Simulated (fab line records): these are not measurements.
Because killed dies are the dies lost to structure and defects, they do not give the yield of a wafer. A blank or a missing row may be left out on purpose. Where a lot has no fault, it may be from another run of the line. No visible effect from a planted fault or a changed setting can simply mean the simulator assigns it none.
Which tool did it? | flow sky130 | Sampling: 13 lots, 39 wafers, 5 of 708 route steps

## WHAT EACH GAUGE READ, for each wafer
SKY_SONOS_ONO_THK_MEAS_03.
lot  | measured     | on            | SONOS_ONO_CVD_02_THK (nm)
L968 | day 11 22:35 | film-metro-04 | 10.67 10.49 10.56
L971 | day 12 15:55 | film-metro-02 | 10.52 10.47 10.46
L970 | day 12 15:55 | film-metro-04 | 10.18 10.15 10.22
L969 | day 12 16:58 | film-metro-02 | 10.45 10.38 10.43
L972 | day 12 23:19 | film-metro-01 | 10.43 10.29 10.55
L977 | day 14 13:16 | film-metro-02 | 10.45 10.40 10.52
L979 | day 14 23:54 | film-metro-01 | 10.30 10.23 10.10
L978 | day 15 00:57 | film-metro-02 | 10.49 10.64 10.48
L982 | day 16 00:16 | film-metro-04 | 10.45 10.38 10.37
L983 | day 16 07:33 | film-metro-01 | 10.41 10.47 10.55
L988 | day 18 02:51 | film-metro-04 | 10.48 10.34 10.35
L989 | day 18 15:56 | film-metro-01 | 10.34 10.46 10.26
L991 | day 19 03:39 | film-metro-04 | 10.50 10.61 10.61

SKY_GATE_OXIDE_THK_MEAS_02.
lot  | measured     | on            | GATE_OXIDE_OXIDATION_00_THK (nm)
L968 | day 13 03:25 | film-metro-04 | 10.28 10.30 10.26
L971 | day 13 21:23 | film-metro-02 | 10.39 10.25 10.57
L970 | day 13 20:23 | film-metro-03 | 10.34 10.30 10.16
L969 | day 13 21:24 | film-metro-04 | 10.19 10.32 10.11
L972 | day 14 04:25 | film-metro-03 | 10.32 10.43 10.46
L977 | day 15 17:57 | film-metro-02 | 10.02 10.06 10.15
L979 | day 16 06:02 | film-metro-03 | 10.24 10.36 10.41
L978 | day 16 07:50 | film-metro-03 | 10.33 10.27 10.30
L982 | day 17 06:41 | film-metro-03 | 10.35 10.27 10.01
L983 | day 17 16:35 | film-metro-02 | 10.37 10.22 10.50
L988 | day 19 17:01 | film-metro-02 | 10.34 10.32 10.30
L989 | day 20 01:17 | film-metro-03 | 10.04 10.04 9.97
L991 | day 20 14:25 | film-metro-03 | 10.47 10.22 10.44

SKY_RES_PROTECT_TW_MEAS_08.
lot  | measured     | on            | POLY_GATE_TW
L968 | day 16 13:06 | film-metro-01 | 4075 4066 4088
L971 | day 16 14:15 | film-metro-01 | 4101 4113 4101
L970 | day 16 14:15 | film-metro-02 | 3922 3961 3938
L969 | day 16 13:42 | film-metro-01 | 4078 4076 4076
L972 | day 16 14:54 | film-metro-01 | 4102 4129 4104
L977 | day 18 08:14 | film-metro-01 | 4091 4106 4113
L979 | day 18 19:48 | film-metro-02 | 3960 3968 4004
L978 | day 18 22:42 | film-metro-03 | 3978 3977 3982
L982 | day 19 23:20 | film-metro-02 | 30 30 30
L983 | day 20 09:31 | film-metro-03 | 4017 3988 3987
L988 | day 22 09:45 | film-metro-02 | 3967 3958 3959
L989 | day 22 18:33 | film-metro-03 | 3979 3998 4002
L991 | day 23 07:49 | film-metro-01 | 4085 4082 4076

## TOOL THAT RAN EACH LOT (tool first, then ch and the chambers of the sampled wafers, then the start)
lot  | SKY_SONOS_ONO_STRIP_17               | SKY_RES_PROTECT_EXPOSE_04
L968 | plasma-asher-01 ch 0,1, day 13 00:40 | iline-stepper-02 ch 0, day 15 23:23
L971 | plasma-asher-03 ch 0,1, day 13 18:55 | iline-stepper-02 ch 0, day 16 00:05
L970 | plasma-asher-04 ch 0,1, day 13 18:46 | iline-stepper-02 ch 0, day 15 23:59
L969 | plasma-asher-01 ch 0,1, day 13 19:46 | iline-stepper-01 ch 0, day 15 23:44
L972 | plasma-asher-04 ch 0,1, day 14 02:28 | iline-stepper-01 ch 0, day 16 01:13
L977 | plasma-asher-04 ch 0,1, day 15 16:07 | iline-stepper-01 ch 0, day 17 17:47
L979 | plasma-asher-03 ch 0,1, day 16 04:25 | iline-stepper-02 ch 0, day 18 03:48
L978 | plasma-asher-01 ch 0,1, day 16 05:43 | iline-stepper-01 ch 0, day 18 06:53
L982 | plasma-asher-03 ch 0,1, day 17 04:49 | iline-stepper-02 ch 0, day 19 07:45
L983 | plasma-asher-04 ch 0,1, day 17 13:08 | iline-stepper-01 ch 0, day 19 18:01
L988 | plasma-asher-04 ch 0,1, day 19 15:22 | iline-stepper-01 ch 0, day 21 18:31
L989 | plasma-asher-01 ch 0,1, day 19 23:40 | iline-stepper-02 ch 0, day 22 02:55
L991 | plasma-asher-03 ch 0,1, day 20 11:44 | iline-stepper-01 ch 0, day 22 17:05
- SKY_SONOS_ONO_STRIP_17: strips in O2/N2.
- SKY_RES_PROTECT_EXPOSE_04: exposes mask RPM, target cd 1270 nm.

## AS READ BY THE TOOLS THEMSELVES (means over the sampled wafers that have a number; for cases with no such wafer, the mark the record gives instead)
SKY_SONOS_ONO_STRIP_17.
lot  | tool            | drypump-motor-current-A (A) | oes-product-au (a.u.) | strip-time-to-endpoint-s (s)
L968 | plasma-asher-01 | 5.8                         | 0.708                 | 14.05
L971 | plasma-asher-03 | 5.6                         | 0.707                 | 14.14
L970 | plasma-asher-04 | 6.0                         | 0.705                 | 14.12
L969 | plasma-asher-01 | 5.8                         | 0.712                 | 14.11
L972 | plasma-asher-04 | 6.0                         | 0.709                 | 14.04
L977 | plasma-asher-04 | 6.2                         | 0.712                 | 14.09
L979 | plasma-asher-03 | 5.6                         | 0.709                 | 14.15
L978 | plasma-asher-01 | 5.9                         | 0.711                 | 14.07
L982 | plasma-asher-03 | 5.5                         | 0.708                 | 14.17
L983 | plasma-asher-04 | 6.3                         | 0.707                 | 14.10
L988 | plasma-asher-04 | 6.3                         | 0.707                 | 14.10
L989 | plasma-asher-01 | 5.9                         | 0.708                 | 14.06
L991 | plasma-asher-03 | 5.6                         | 0.711                 | 14.08

## THE ANSWER, worked out from the rows above alone
Rule: what is usual is taken from the lots themselves. The widest of any qualifying gaps counts: lots, ordered by their means at a reading, are off when they make up no more than a third of the lots, leave a main group of 4 or more, and stand apart from it by 3 or more times the standard deviation of that group's means. A main group is skipped when, at the precision printed for the reading in the tables above, its means are all equal. Also off: a lot with no number at a reading for which 4 or more lots have one. Where the step has rows for the other lots, those lots are counted as sound. First the gauges in route order, then the tools' own readings, where a lot's mean is used as printed above. The first step at which some lot is off is used, and at that step the reading that is off furthest; a lot without a number counts as furthest.
Off: L982, seen at SKY_RES_PROTECT_TW_MEAS_08 (POLY_GATE_TW). For the main group the mean is 4034 and the standard deviation 61.
If a tool, at a process step before that reading, ran all the lots that are off and no sound lot after the first of them, it fits. The gauges at SKY_RES_PROTECT_TW_MEAS_08 are tried like those tools. Of those tried, none fits.

## WHAT WAS PUT IN BY THE SIMULATOR
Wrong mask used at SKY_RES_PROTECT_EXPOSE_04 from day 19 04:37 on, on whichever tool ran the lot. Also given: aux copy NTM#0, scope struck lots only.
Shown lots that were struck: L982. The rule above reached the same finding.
